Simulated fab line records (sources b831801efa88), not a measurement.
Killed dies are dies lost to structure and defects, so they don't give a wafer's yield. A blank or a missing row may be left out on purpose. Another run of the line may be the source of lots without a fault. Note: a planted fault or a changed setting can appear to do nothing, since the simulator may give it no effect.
What tool caused it? | flow gf180mcu | 12 lots, 36 wafers sampled, at 2 steps of a route of 602

== WHAT THE GAUGES READ, wafer by wafer ==
GF_TOP_METAL_CD_MEAS_14: target cd 440 nm.
lot  | measured     | on       | cdNm (nm)
L380 | day 29 05:12 | cdSem-02 | 438.3 438.1 439.3
L381 | day 29 09:13 | cdSem-02 | 440.1 437.7 436.9
L382 | day 29 10:05 | cdSem-02 | 440.3 443.1 442.8
L384 | day 30 02:55 | cdSem-01 | 442.1 441.5 441.9
L387 | day 30 13:41 | cdSem-01 | 443.7 443.4 442.7
L388 | day 30 19:42 | cdSem-01 | 434.9 437.7 438.5
L390 | day 31 08:30 | cdSem-02 | 441.0 440.1 440.3
L394 | day 32 10:49 | cdSem-01 | 440.6 439.8 438.6
L397 | day 33 03:11 | cdSem-01 | 441.1 442.4 444.5
L398 | day 33 06:47 | cdSem-02 | 440.1 438.1 439.9
L400 | day 33 15:12 | cdSem-01 | 440.7 441.6 442.1
L402 | day 34 01:24 | cdSem-01 | 440.1 441.2 440.6

== TOOL THAT RAN EACH LOT (tool first, then ch and the chambers of the sampled wafers, then the start) ==
lot  | GF_TOP_METAL_SPUTTER_03
L380 | pvdSputter-01, day 28 09:39
L381 | pvdSputter-01, day 28 13:46
L382 | pvdSputter-04, day 28 14:26
L384 | pvdSputter-04, day 29 07:57
L387 | pvdSputter-01, day 29 18:37
L388 | pvdSputter-01, day 30 01:56
L390 | pvdSputter-04, day 30 14:24
L394 | pvdSputter-02, day 31 18:14
L397 | pvdSputter-02, day 32 10:55
L398 | pvdSputter-01, day 32 14:37
L400 | pvdSputter-02, day 32 23:45
L402 | pvdSputter-02, day 33 09:57
- GF_TOP_METAL_SPUTTER_03: material Ti, target thk 5 nm, time 3.3 s.

== AS READ BY THE TOOLS THEMSELVES (means over the sampled wafers that have a number; for cases with no such wafer, the mark the record gives instead) ==
GF_TOP_METAL_SPUTTER_03.
lot  | tool          | chamberPressurePa (Pa) | throttleValvePct (%)
L380 | pvdSputter-01 | 0.3006                 | 27.8
L381 | pvdSputter-01 | 0.3001                 | 28.5
L382 | pvdSputter-04 | 0.2994                 | 30.8
L384 | pvdSputter-04 | 0.2998                 | 31.2
L387 | pvdSputter-01 | 0.3001                 | 29.8
L388 | pvdSputter-01 | 0.3000                 | 29.9
L390 | pvdSputter-04 | 0.3000                 | 31.0
L394 | pvdSputter-02 | 0.2994                 | 30.4
L397 | pvdSputter-02 | 0.2996                 | 29.3
L398 | pvdSputter-01 | 0.2998                 | 28.6
L400 | pvdSputter-02 | 0.3002                 | 29.7
L402 | pvdSputter-02 | 0.2995                 | 30.0

== THE ANSWER, worked out from the rows above alone ==
Rule: the lots themselves supply what counts as usual. Put in order of their means at a reading, lots are off if they are a third of the lots or fewer, leave a main group of 4 or more, and stand apart from it by a gap of 3 or more times the standard deviation of the main group's means; of several such gaps the widest counts. A main group is skipped when, at the precision printed for the reading in the tables above, its means are all equal. Also off: a lot with no number at a reading for which 4 or more lots have one. All remaining lots with rows at the step are treated as sound. After the gauges, taken in route order, come the tools' own readings; for these a lot's mean is taken, as printed above. At the first step where some lot is off, the reading lying furthest off is the one used; lots without a number count as furthest.
No lot is off at any reading shown: from this, nothing can be told.

== WHAT THE SIMULATOR HAD INSERTED ==
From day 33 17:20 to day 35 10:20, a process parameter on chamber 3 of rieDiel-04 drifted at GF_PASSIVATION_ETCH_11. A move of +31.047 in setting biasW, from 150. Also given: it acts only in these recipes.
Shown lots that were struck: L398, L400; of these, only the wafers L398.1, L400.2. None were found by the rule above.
